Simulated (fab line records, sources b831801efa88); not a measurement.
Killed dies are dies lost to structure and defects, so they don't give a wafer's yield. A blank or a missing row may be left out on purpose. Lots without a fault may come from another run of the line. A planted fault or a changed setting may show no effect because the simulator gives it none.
fab line records | flow sky130
record lots=11 wafers=33 last_day=50
route steps=708 shown METAL2@499 VIA2@516 PAD_OPEN@708
lots that met no fault: from a run of the same line without faults
start_h: hours from the record's first day to the start of the lot's first wafer shown | wait_h: hours since the lot's step before | " the same as in the row above | L1.1+2: a row that stands for several wafers | - no value, or no start given | * or withheld: withheld | < > ~ a bound
route shown NAME@n: a module of which the file shows steps, and the number in the route of the first | usual: mean/standard deviation of fault-free wafers | same: alike in all rows | chamber/n: place in a boat | sites: the reading at each site | _std_site: their standard deviation | _edge_site: outer sites' mean less inner sites' | radius_mm: how far each site lies from the wafer's centre | mask NAME#n: copy n | behind: the tool/chamber that last shaped the wafer | hold: why the lot was held/for how many hours/how that ended | device: the transistor (n, p or np) that didn't switch | end of line: the same wafers' tests at the end of the route | a step without rows: its recipe alone | killed: dies lost to structure and defects at the first sort, not the wafer's yield | map: a wafer's dies, x killed, . not, _ none there
set.NAME: the setting as run; set.NAME@STEP: as run at that earlier step | model.NAME: the simulator's own value behind a step, which no gauge read
steps of the route over a sample of lots; a table a step, a row a wafer
services: from which hour (start_h, from the record's first day; less than 0 if before it) a tool's chamber was out of use, for how many hours, and why
## steps
# step SKY_METAL2_OVL_MEAS_16
# usual METAL2_OVL=-3/5
# columns lot.wafer tool chamber start_h wait_h METAL2_OVL[nm]
L693.2 overlay-01 - 827.21 0.1 4
L693.3 " - " " 0
L693.5 " - " " -7
L694.3 overlay-02 - 830.40 0.1 -16
L694.5 " - " " -6
L694.6 " - " " -7
L696.1 overlay-01 - 855.58 0.1 -4
L696.2 " - " " -1
L696.5 " - " " 1
L697.2 overlay-01 - 857.04 0.1 4
L697.5 " - " " -3
L697.6 " - " " 1
L699.1 overlay-02 - 874.33 0.1 4
L699.5 " - " " 0
L699.6 " - " " 8
L700.1 overlay-01 - 877.33 0.1 -7
L700.3 " - " " -6
L700.4 " - " " -6
L701.1 overlay-02 - 886.63 0.1 4
L701.4 " - " " 0
L701.6 " - " " -1
L702.4 overlay-01 - 899.35 0.1 1
L702.5 " - " " 2
L702.6 " - " " 2
L703.3 overlay-01 - 913.24 0.1 -1
L703.4 " - " " 4
L703.5 " - " " 2
L707.1 overlay-02 - 935.91 0.1 1
L707.2 " - " " -6
L707.5 " - " " 3
L715.1 overlay-02 - 989.41 0.1 -1
L715.4 " - " " 8
L715.5 " - " " -3
# step SKY_METAL2_METAL_ETCH_19
# recipe target_depth_a=3600 stop_on=SiO2 over_etch_frac=0.3 time_s=78 chemistry=Cl2/BCl3 resist_sidewall_deg=88 pressure_mtorr=10 icp_w=900 bias_w=48.5 Cl2_flow_sccm=60 bcl3_flow_sccm=30
# usual drypump_motor_current_A=5.58/0.16 oes_product_au=0.855/0.0061 throttle_valve_pct=22.263/0.0085
# same over_etch_frac=0.3
# columns lot.wafer tool chamber start_h wait_h drypump_motor_current_A oes_product_au rf_hours_counter_h throttle_valve_pct
L693.2 rie_metal-03 1 827.34 0.0 5.63 0.847 14 22.276
L693.3 " 1 " " 5.60 0.854 - 22.265
L693.5 " 0 " " 5.63 0.850 - 22.263
L694.3 rie_metal-03 0 830.54 0.1 5.63 0.848 - 22.271
L694.5 " 1 " " 5.58 0.843 - 22.263
L694.6 " 0 " " 5.63 0.854 - 22.260
L696.1 rie_metal-01 1 855.71 0.0 5.68 0.868 11 22.256
L696.2 " 0 " " 5.63 0.858 10 22.266
L696.5 " 0 " " 5.64 0.854 - 22.263
L697.2 rie_metal-02 0 857.29 0.1 5.28 0.866 - 22.261
L697.5 " 0 " " 5.29 0.853 - 22.250
L697.6 " 0 " " 5.29 0.864 - 22.264
L699.1 rie_metal-02 1 874.46 0.0 5.82 0.852 0 22.247
L699.5 " 1 " " 5.77 0.856 - 22.268
L699.6 " 0 " " 5.30 0.853 - 22.267
L700.1 rie_metal-01 1 877.46 0.0 5.65 0.851 12 22.256
L700.3 " 0 " " 5.65 0.846 - 22.267
L700.4 " 1 " " 5.68 0.851 - 22.275
L701.1 rie_metal-01 0 886.76 0.0 5.65 0.850 11 22.272
L701.4 " 0 " " 5.64 0.851 - 22.265
L701.6 " 1 " " 5.68 0.850 - 22.259
L702.4 rie_metal-01 1 899.49 0.1 5.65 0.854 - 22.267
L702.5 " 1 " " 5.67 0.850 - 22.258
L702.6 " 0 " " 5.63 0.855 - 22.254
L703.3 rie_metal-03 0 913.39 0.1 5.63 0.858 - 22.257
L703.4 " 1 " " 5.62 0.860 - 22.273
L703.5 " 0 " " 5.61 0.852 - 22.254
L707.1 rie_metal-03 0 936.04 0.0 5.62 0.844 1 22.285
L707.2 " 1 " " 5.59 0.850 2 22.284
L707.5 " 0 " " 5.63 0.858 - 22.260
L715.1 rie_metal-01 1 989.54 0.0 5.65 0.855 17 22.262
L715.4 " 1 " " 5.67 0.847 - 22.263
L715.5 " 1 " " 5.67 0.850 - 22.274
# step SKY_VIA2_EXPOSE_09
# recipe mask_id=VIM2 na=0.8 source_shape=annular sigma_inner=0.55 sigma_outer=0.85 target_cd_nm=200 dose_mj=38
# usual exposure_dose_mJ_cm2=38.00/0.041
# columns lot.wafer tool chamber start_h wait_h mask exposure_dose_mJ_cm2
L693.2 krf_scanner-02 0 841.83 - VIM2#0 38.03
L693.3 " 0 " " VIM2#0 37.97
L693.5 " 0 " " VIM2#0 38.02
L694.3 krf_scanner-01 0 845.68 - VIM2#0 37.99
L694.5 " 0 " " VIM2#0 37.97
L694.6 " 0 " " VIM2#0 37.99
L696.1 krf_scanner-02 0 869.93 - VIM2#0 38.01
L696.2 " 0 " " VIM2#0 38.08
L696.5 " 0 " " VIM2#0 38.04
L697.2 krf_scanner-01 0 872.26 - VIM2#0 38.00
L697.5 " 0 " " VIM2#0 38.04
L697.6 " 0 " " VIM2#0 38.01
L699.1 krf_scanner-01 0 888.49 - VIM2#0 38.00
L699.5 " 0 " " VIM2#0 37.97
L699.6 " 0 " " VIM2#0 37.96
L700.1 krf_scanner-01 0 892.03 - VIM2#0 37.99
L700.3 " 0 " " VIM2#0 37.97
L700.4 " 0 " " VIM2#0 38.03
L701.1 krf_scanner-01 0 901.38 - VIM2#0 38.06
L701.4 " 0 " " VIM2#0 38.05
L701.6 " 0 " " VIM2#0 38.07
L702.4 krf_scanner-01 0 913.64 - VIM2#0 38.03
L702.5 " 0 " " VIM2#0 37.98
L702.6 " 0 " " VIM2#0 37.95
L703.3 krf_scanner-02 0 927.48 - VIM2#0 38.02
L703.4 " 0 " " VIM2#0 38.07
L703.5 " 0 " " VIM2#0 38.00
L707.1 krf_scanner-01 0 951.49 - VIM2#0 38.74
L707.2 " 0 " " VIM2#0 38.75
L707.5 " 0 " " VIM2#0 38.79
L715.1 krf_scanner-02 0 1001.76 - VIM2#0 38.01
L715.4 " 0 " " VIM2#0 37.97
L715.5 " 0 " " VIM2#0 37.99
# step SKY_VIA2_CD_MEAS_12
# recipe target_cd_nm=200
# usual cd_nm=200.3/1.5
# columns lot.wafer tool chamber start_h wait_h cd_nm
L693.2 cd_sem-01 - 854.69 - 201.1
L693.3 " - " " 200.6
L693.5 " - " " 200.1
L694.3 cd_sem-02 - 858.36 - 201.3
L694.5 " - " " 203.9
L694.6 " - " " 202.2
L696.1 cd_sem-01 - 882.98 - 200.9
L696.2 " - " " 200.9
L696.5 " - " " 200.4
L697.2 cd_sem-01 - 884.90 - 200.7
L697.5 " - " " 200.4
L697.6 " - " " 200.6
L699.1 cd_sem-01 - 901.77 - 202.3
L699.5 " - " " 201.6
L699.6 " - " " 200.7
L700.1 cd_sem-01 - 905.51 - 198.1
L700.3 " - " " 200.8
L700.4 " - " " 198.7
L701.1 cd_sem-01 - 913.61 - 201.1
L701.4 " - " " 200.0
L701.6 " - " " 200.5
L702.4 cd_sem-02 - 925.77 - 197.9
L702.5 " - " " 201.4
L702.6 " - " " 198.8
L703.3 cd_sem-01 - 939.30 - 200.6
L703.4 " - " " 201.6
L703.5 " - " " 201.1
L707.1 cd_sem-02 - 963.56 - 195.9
L707.2 " - " " 180.5
L707.5 " - " " 167.9
L715.1 cd_sem-02 - 1013.57 - 201.4
L715.4 " - " " 201.2
L715.5 " - " " 199.5
# step SKY_VIA2_CMP_24
# recipe stop_on=SiO2 t_overpolish_s=20 down_force_psi=3.5 platen_rpm=60 target_thk_nm=0 pad_velocity_m_s=0.94248
# usual motor_current_A=11.2/0.94 overpolish_run_s=20.000/0.009 slurry_filter_dp_kPa=13.52/0.14 time_to_endpoint_s=101/4
# columns lot.wafer tool chamber start_h wait_h motor_current_A overpolish_run_s slurry_filter_dp_kPa time_to_endpoint_s
L693.2 cmp-02 0 856.03 0.1 11.6 19.986 13.27 95
L693.3 " 1 " " 13.5 20.007 13.56 97
L693.5 " 3 " " 9.7 20.021 13.46 100
L694.3 cmp-02 1 859.79 0.2 13.0 19.995 13.28 94
L694.6 " 2 " " 10.2 20.008 13.40 99
L694.5 " 3 " " 10.4 19.999 13.44 99
L696.1 cmp-02 2 884.24 0.1 10.7 19.993 13.59 102
L696.2 " 1 " " 12.9 20.008 13.54 97
L696.5 " 3 " " 10.2 20.006 13.60 101
L697.2 cmp-02 1 886.26 0.2 12.9 19.994 13.48 96
L697.5 " 2 " " 10.2 19.998 13.55 101
L697.6 " 3 " " 10.2 19.996 13.66 100
L699.1 cmp-01 0 903.11 0.1 10.8 20.000 13.63 104
L699.6 " 2 " " 11.5 19.992 13.55 101
L699.5 " 3 " " 11.4 19.998 13.41 104
L700.1 cmp-01 2 906.76 0.1 11.7 19.994 13.25 107
L700.3 " 0 " " 11.0 19.989 13.40 111
L700.4 " 1 " " 11.2 19.981 13.61 110
L701.4 cmp-02 3 915.45 0.2 9.9 19.998 13.51 101
L701.1 " 0 " " 10.9 19.996 13.54 102
L701.6 " 2 " " 10.4 20.001 13.58 104
L702.4 cmp-02 3 927.07 0.1 9.8 19.990 13.37 102
L702.6 " 1 " " 13.0 19.994 13.70 96
L702.5 " 2 " " 10.4 20.001 13.44 107
L703.3 cmp-01 1 940.98 0.5 11.1 19.983 13.46 96
L703.4 " 2 " " 11.7 20.001 13.41 98
L703.5 " 1 " " 11.0 20.009 13.49 98
L707.2 cmp-01 2 965.00 0.0 11.4 19.989 13.45 103
L707.1 " 3 " " 11.0 20.006 13.63 101
L707.5 " 2 " " 11.5 20.012 13.49 103
L715.4 cmp-02 1 1014.93 0.0 13.0 19.999 13.64 98
L715.1 " 3 " " 9.6 20.010 13.63 104
L715.5 " 2 " " 11.2 19.986 13.40 104
# step SKY_PAD_OPEN_PROBE_99
# usual defect_limited_yield=82.4/2 killed_at_M0_to_M3=44/6.5 killed_at_M4_up=3.3/1.7 killed_at_contacts=25/5.3 killed_at_front_end=15/5 killed_at_other=0.2/0.47 killed_dies=87/9.9 killed_open=47/8 killed_short=39/6.1 sort_bin_3_pad_short=0.9/0.43 sort_bin_5_function=10.4/1.5 sort_bin_6_memory=6.2/1.2 sort_n_pass=405/9.9 sort_yield_pct=82.4/2
# same gross_dies=492 killed_at_back_side=0 sort_bin_4_leakage[%]=0 sort_bin_8_speed[%]=0
# columns lot.wafer tool chamber start_h wait_h defect_limited_yield[%] killed_at_M0_to_M3 killed_at_M4_up killed_at_contacts killed_at_front_end killed_at_other killed_dies killed_open killed_short sort_bin_3_pad_short[%] sort_bin_5_function[%] sort_bin_6_memory[%] sort_n_pass sort_yield_pct[%]
L707.1 prober-02 - 1164.94 0.1 83.3 43 3 21 15 0 82 36 46 1.4 8.9 6.3 410 83.3
L707.2 prober-02 - 1164.99 0.1 78.7 55 4 21 25 0 105 56 44 0.6 11.2 9.6 387 78.7
L707.5 prober-02 - 1165.14 0.2 38.2 266 4 19 15 0 304 39 46 0.6 54.1 7.1 188 38.2
# killed by level:class
L707.1 LI_CONTACT:geometric_particle:open=8 CONTACT:geometric_particle:open=7 METAL1:geometric_particle:short=7 VIA2:geometric_particle:short=7 VIA1:geometric_particle:open=6 METAL2:geometric_particle:short=6 FIELD_ISO:geometric_particle:short=5 POLY_GATE:geometric_particle:short=4
L707.2 VIA1:geometric_particle:open=11 VIA3:geometric_particle:open=10 METAL2:geometric_particle:short=9 VIA2:geometric_particle:open=9 CONTACT:geometric_particle:open=8 FIELD_ISO:geometric_particle:open=6 FIELD_ISO:geometric_particle:short=6 VIA2:area_expose=5
L707.5 VIA2:area_expose=219 VIA1:geometric_particle:open=10 METAL1:geometric_particle:short=7 LI_CONTACT:geometric_particle:open=6 CONTACT:geometric_particle:open=6 METAL2:geometric_particle:short=6 VIA3:geometric_particle:short=6 VIA1:geometric_particle:short=5
## services
# columns tool chamber start_h hours kind
cmp-01 - 803.40 0.2 repair
krf_scanner-02 - 804.32 1.0 pm
rie_metal-03 1 813.24 9.5 repair
cmp-01 - 827.74 20.7 repair
krf_scanner-01 - 838.01 3.6 pm
krf_scanner-01 - 841.57 1.3 pm
krf_scanner-01 - 852.30 7.2 pm
krf_scanner-02 - 864.04 1.3 pm
krf_scanner-01 - 876.11 4.0 pm
krf_scanner-01 - 880.13 1.0 pm
cmp-01 - 900.88 0.4 repair
cmp-02 - 909.04 2.0 repair
cmp-01 - 912.00 4.0 pm
krf_scanner-02 - 918.88 0.8 pm
cmp-01 - 936.08 2.0 repair
cmp-02 - 936.36 2.5 repair
krf_scanner-02 - 956.90 0.8 pm
cmp-02 - 963.30 0.8 repair
krf_scanner-01 - 965.13 0.8 pm
krf_scanner-02 - 973.32 1.0 pm
cmp-01 - 974.10 1.0 repair
cmp-02 - 990.35 3.3 repair
cmp-02 - 993.98 5.1 pm
rie_metal-01 0 1010.40 10.6 repair
## key
first_sign step=SKY_VIA2_EXPOSE_09 reading=exposure_dose_mJ_cm2 direction=up sigmas=18 usual=* struck=*
effect step=SKY_VIA2_CD_MEAS_12 reading=cd_nm direction=down sigmas=13 usual=200.3 struck=181.4 through=control_loop
effect step=SKY_PAD_OPEN_PROBE_99 reading=killed_at_M0_to_M3 direction=up sigmas=12 usual=44 struck=121 wafers_moved=1
more_kills_born_at SKY_VIA2_EXPOSE_09@krf_scanner-01=224
met_at SKY_VIA2_EXPOSE_09
struck_lots L707
loop_trim step=SKY_VIA2_EXPOSE_09 setting=dose lots=L707
not_acting_at SKY_METAL2_OVL_MEAS_16,SKY_METAL2_METAL_ETCH_19,SKY_VIA2_CMP_24
onset_between 913.64 951.49
fault kind=process_parameter_drift tool=krf_scanner-01 chamber=- onset_h=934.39 steps=SKY_VIA2_EXPOSE_09 channel=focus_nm offset=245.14 spread_by_wafer=0.3 shape=step end_h=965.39
# loop_trim: a control loop set the setting to another value than it would have without faults
